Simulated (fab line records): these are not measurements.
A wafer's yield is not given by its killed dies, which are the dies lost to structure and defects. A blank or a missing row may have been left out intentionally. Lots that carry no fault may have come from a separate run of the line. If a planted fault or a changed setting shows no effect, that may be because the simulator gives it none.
One fault seen from 2 desks || flow sky130 || each desk has only its own numbers; what lay behind them comes last

## TOOL OWNER'S DESK, hdpcvd-01
The tool's own readings at SKY_VIA3_HDPCVD_00 (deposits SiO2, target thk 1635 nm, time 272.5 s): means of the sampled wafers that have a number, for each lot that ran on this tool. If a lot's mean is further than 4 standard deviations from the usual mean, the lot is out of limits and carries the mark OUT (the distance appears in the brackets).
Columns: A = run_length_s at SKY_VIA3_HDPCVD_00, usual 300.3 s
{"lot": "L702", "first seen here": "day 38 09:12", "A": 300.3}
{"lot": "L703", "first seen here": "day 38 19:18", "A": 300.3}
{"lot": "L706", "first seen here": "day 40 00:49", "A": 299.9}
{"lot": "L705", "first seen here": "day 40 01:05", "A": 300.2}
{"lot": "L708", "first seen here": "day 40 11:58", "A": "304.9 (+8.6) OUT"}
{"lot": "L722", "first seen here": "day 44 14:08", "A": 300.2}
{"lot": "L723", "first seen here": "day 44 15:25", "A": 300.3}
{"lot": "L724", "first seen here": "day 44 18:53", "A": 300.1}
{"lot": "L725", "first seen here": "day 45 06:25", "A": 300.5}
This desk finds L708 out of limits, L708 being first, at day 40 11:58 (run_length_s at SKY_VIA3_HDPCVD_00). Within limits: L702, L703, L706, L705, L722, L723, L724, L725.

## THE METROLOGY DESK
What the gauges read for every lot (on any tool): the sampled wafers with a number, averaged. If a lot's mean is further than 4 standard deviations from the usual mean, the lot is out of limits and carries the mark OUT (the distance appears in the brackets).
Columns: A = VIA3_HDPCVD_THK at SKY_VIA3_THK_MEAS_01, usual 1632 nm; B = VIA3_BOW at SKY_VIA3_BOW_MEAS_03, usual 80 um; C = VIA3_OVL at SKY_VIA3_OVL_MEAS_13, usual -1 nm
{"lot": "L702", "first seen here": "day 38 09:22", "A": 1628, "B": 81, "C": -3}
{"lot": "L703", "first seen here": "day 38 19:28", "A": 1642, "B": 80, "C": 2}
{"lot": "L704", "first seen here": "day 39 07:24", "A": 1624, "B": 86, "C": -6}
{"lot": "L706", "first seen here": "day 40 01:01", "A": 1670, "B": 69, "C": -8}
{"lot": "L705", "first seen here": "day 40 01:16", "A": 1644, "B": 79, "C": -8}
{"lot": "L708", "first seen here": "day 40 12:09", "A": 1662, "B": 78, "C": -4}
{"lot": "L718", "first seen here": "day 43 03:26", "A": 1612, "B": 88, "C": 1}
{"lot": "L720", "first seen here": "day 44 03:38", "A": 1616, "B": 80, "C": -8}
{"lot": "L722", "first seen here": "day 44 14:19", "A": 1644, "B": 77, "C": 4}
{"lot": "L723", "first seen here": "day 44 15:31", "A": 1636, "B": 76, "C": -1}
{"lot": "L724", "first seen here": "day 44 19:03", "A": 1645, "B": 83, "C": 4}
{"lot": "L725", "first seen here": "day 45 06:35", "A": 1648, "B": 82, "C": 2}
This desk's verdict: no lot among the 12 shows anything out of limits.

## PUT TOGETHER
The tool owner's desk could have raised an alarm at day 40 11:58, on L708.
At the metrology desk, nothing out of limits was observed.
The metrology desk has L708 on record, within its limits.
Of the lots named, all ran SKY_VIA3_HDPCVD_00 on hdpcvd-01.

## WHAT WAS PUT IN BY THE SIMULATOR
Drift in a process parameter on hdpcvd-01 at SKY_VIA3_HDPCVD_00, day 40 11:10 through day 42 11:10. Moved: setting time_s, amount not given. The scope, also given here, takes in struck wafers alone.
Struck lots among those shown: L708.
How many hours passed from the start of the fault until each desk's first out-of-limits reading: the tool owner's desk, 1.
